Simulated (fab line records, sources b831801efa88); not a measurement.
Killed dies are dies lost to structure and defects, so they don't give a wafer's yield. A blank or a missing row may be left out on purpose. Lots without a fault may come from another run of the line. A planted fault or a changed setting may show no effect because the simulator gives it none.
Which tool did it? | flow gf180mcu | 11 lots, 33 wafers sampled, at 5 steps of a route of 602

WHAT THE GAUGES READ, wafer by wafer
GF_V5_THK_MEAS_25: measures by xrf. Usual: V5_W_THK 333 nm, standard deviation 4.7.
lot  | measured     | on            | V5_W_THK (nm) | flag
L682 | day 27 12:55 | film_metro-03 | 335 336 338   |
L684 | day 28 16:07 | film_metro-04 | 344 343 339   |
L685 | day 28 23:00 | film_metro-02 | 338 334 337   |
L686 | day 29 04:22 | film_metro-03 | 330 333 330   |
L688 | day 29 12:57 | film_metro-03 | 331 331 334   |
L690 | day 29 13:56 | film_metro-04 | 337 340 339   |
L699 | day 32 11:01 | film_metro-03 | 329 332 331   |
L700 | day 32 20:30 | film_metro-04 | 332 331 333   |
L701 | day 33 04:21 | film_metro-02 | 332 329 335   |
L703 | day 33 14:47 | film_metro-03 | 336 330 333   |
L704 | day 33 20:40 | film_metro-04 | 337 330 328   |

GF_TOP_METAL_OVL_MEAS_15. Usual: TOP_METAL_OVL 0.5 nm, standard deviation 1.2.
lot  | measured     | on         | TOP_METAL_OVL (nm) | flag
L682 | day 28 18:40 | overlay-01 | 0.0 0.9 0.3        |
L684 | day 29 03:47 | overlay-01 | 0.5 -0.5 1.8       |
L685 | day 29 16:26 | overlay-02 | 0.9 0.7 -2.8       |
L686 | day 29 23:58 | overlay-01 | -0.2 0.3 2.0       |
L688 | day 30 08:20 | overlay-01 | 1.0 1.4 1.0        |
L690 | day 30 10:59 | overlay-01 | -0.8 0.3 -0.2      |
L699 | day 33 03:59 | overlay-02 | 0.1 0.0 -0.4       |
L700 | day 33 12:29 | overlay-02 | 1.8 3.3 1.8        |
L701 | day 33 20:52 | overlay-01 | -0.4 1.1 -0.4      |
L703 | day 34 05:44 | overlay-02 | -0.4 0.1 0.4       |
L704 | day 34 12:07 | overlay-02 | 0.1 0.6 0.5        |

GF_PASSIVATION_THK_MEAS_03. Usual: PASSIVATION_CVD_02_THK 700 nm, standard deviation 9.1.
lot  | measured     | on            | PASSIVATION_CVD_02_THK (nm) | flag
L682 | day 28 19:51 | film_metro-01 | 696 708 699                 |
L684 | day 29 05:00 | film_metro-02 | 696 707 707                 |
L685 | day 29 17:38 | film_metro-03 | 702 714 713                 |
L686 | day 30 01:12 | film_metro-01 | 690 690 694                 |
L688 | day 30 09:31 | film_metro-02 | 692 704 709                 |
L690 | day 30 12:10 | film_metro-03 | 692 710 720                 |
L699 | day 33 05:10 | film_metro-02 | 597 712 603                 | OFF
L700 | day 33 13:42 | film_metro-02 | 690 696 718                 |
L701 | day 33 22:07 | film_metro-02 | 703 715 716                 |
L703 | day 34 06:57 | film_metro-01 | 696 700 720                 |
L704 | day 34 13:17 | film_metro-01 | 690 684 700                 |

WHICH TOOL RAN EACH LOT (tool, then ch and the chambers of the sampled wafers, then the start)
lot  | GF_TOP_METAL_SPUTTER_02      | GF_PASSIVATION_CVD_02
L682 | pvd_sputter-01, day 27 13:31 | pecvd-04 ch 0,1, day 28 19:32
L684 | pvd_sputter-03, day 28 16:46 | pecvd-03 ch 1,2, day 29 04:43
L685 | pvd_sputter-03, day 28 23:29 | pecvd-02 ch 1,2, day 29 17:20
L686 | pvd_sputter-04, day 29 04:52 | pecvd-04 ch 0,1,2, day 30 00:55
L688 | pvd_sputter-03, day 29 13:26 | pecvd-03 ch 0,1, day 30 09:13
L690 | pvd_sputter-04, day 29 14:25 | pecvd-04 ch 0,1,2, day 30 11:52
L699 | pvd_sputter-03, day 32 11:30 | pecvd-03 ch 1,2, day 33 04:53
L700 | pvd_sputter-04, day 32 20:59 | pecvd-02 ch 0,1, day 33 13:24
L701 | pvd_sputter-04, day 33 04:51 | pecvd-04 ch 0,1, day 33 21:50
L703 | pvd_sputter-01, day 33 15:16 | pecvd-04 ch 0,1,2, day 34 06:39
L704 | pvd_sputter-01, day 33 21:09 | pecvd-02 ch 0,2, day 34 13:00
- GF_TOP_METAL_SPUTTER_02: material AlCu, target thk 900 nm, time 47.82 s.
- GF_PASSIVATION_CVD_02: deposits Si3N4, target thk 700 nm, time 486.18 s.

WHAT THE TOOLS THEMSELVES READ (means of the sampled wafers that have a number; where no wafer has one, the mark that the record gives instead)
GF_TOP_METAL_SPUTTER_02. Usual: throttle_valve_pct 30.5 %, standard deviation 0.57.
lot  | tool           | throttle_valve_pct (%) | flag
L682 | pvd_sputter-01 | 31.0                   |
L684 | pvd_sputter-03 | 30.9                   |
L685 | pvd_sputter-03 | 30.7                   |
L686 | pvd_sputter-04 | 30.3                   |
L688 | pvd_sputter-03 | 31.2                   |
L690 | pvd_sputter-04 | 30.3                   |
L699 | pvd_sputter-03 | 30.8                   |
L700 | pvd_sputter-04 | 30.2                   |
L701 | pvd_sputter-04 | 29.8                   |
L703 | pvd_sputter-01 | 30.5                   |
L704 | pvd_sputter-01 | 30.5                   |

GF_PASSIVATION_CVD_02. Usual: heater_power_w 687 W, standard deviation 77; rf_fwd_power_W 449.6 W, standard deviation 1.4.
lot  | tool     | heater_power_w (W) | rf_fwd_power_W (W) | flag
L682 | pecvd-04 | 631                | 449.5              |
L684 | pecvd-03 | 712                | 449.3              |
L685 | pecvd-02 | 677                | 450.0              |
L686 | pecvd-04 | 704                | 449.2              |
L688 | pecvd-03 | 669                | 449.5              |
L690 | pecvd-04 | 696                | 450.4              |
L699 | pecvd-03 | 742                | 330.4              | OFF
L700 | pecvd-02 | 646                | 451.2              |
L701 | pecvd-04 | 652                | 449.1              |
L703 | pecvd-04 | 648                | 449.2              |
L704 | pecvd-02 | 648                | 450.0              |

THE ANSWER, worked out from the rows above alone
Rule: a lot is off if the mean of its wafers that have a number lies more than 3 standard deviations from the usual mean. A lot without any number at a reading at which 4 lots or more have one is off too. The other lots that the step has rows for count as sound. The gauges are gone through in route order, then the tools' own readings, and for those a lot's mean is taken as printed above. The first step at which some lot is off is used, and at that step the reading that is off furthest; a lot without a number counts as furthest.
Off: L699, at GF_PASSIVATION_THK_MEAS_03 (PASSIVATION_CVD_02_THK).
A tool fits if, at a process step before that reading, it ran every lot that is off, and no sound lot after the first of them. The gauges at GF_PASSIVATION_THK_MEAS_03 aren't tried: what is off there is off at GF_PASSIVATION_CVD_02 too, on other tools, and a gauge's error can't cause that. Can't be told from this: 2 tools fit, pvd_sputter-03 at GF_TOP_METAL_SPUTTER_02, pecvd-03 at GF_PASSIVATION_CVD_02.

WHAT THE SIMULATOR HAD PUT IN
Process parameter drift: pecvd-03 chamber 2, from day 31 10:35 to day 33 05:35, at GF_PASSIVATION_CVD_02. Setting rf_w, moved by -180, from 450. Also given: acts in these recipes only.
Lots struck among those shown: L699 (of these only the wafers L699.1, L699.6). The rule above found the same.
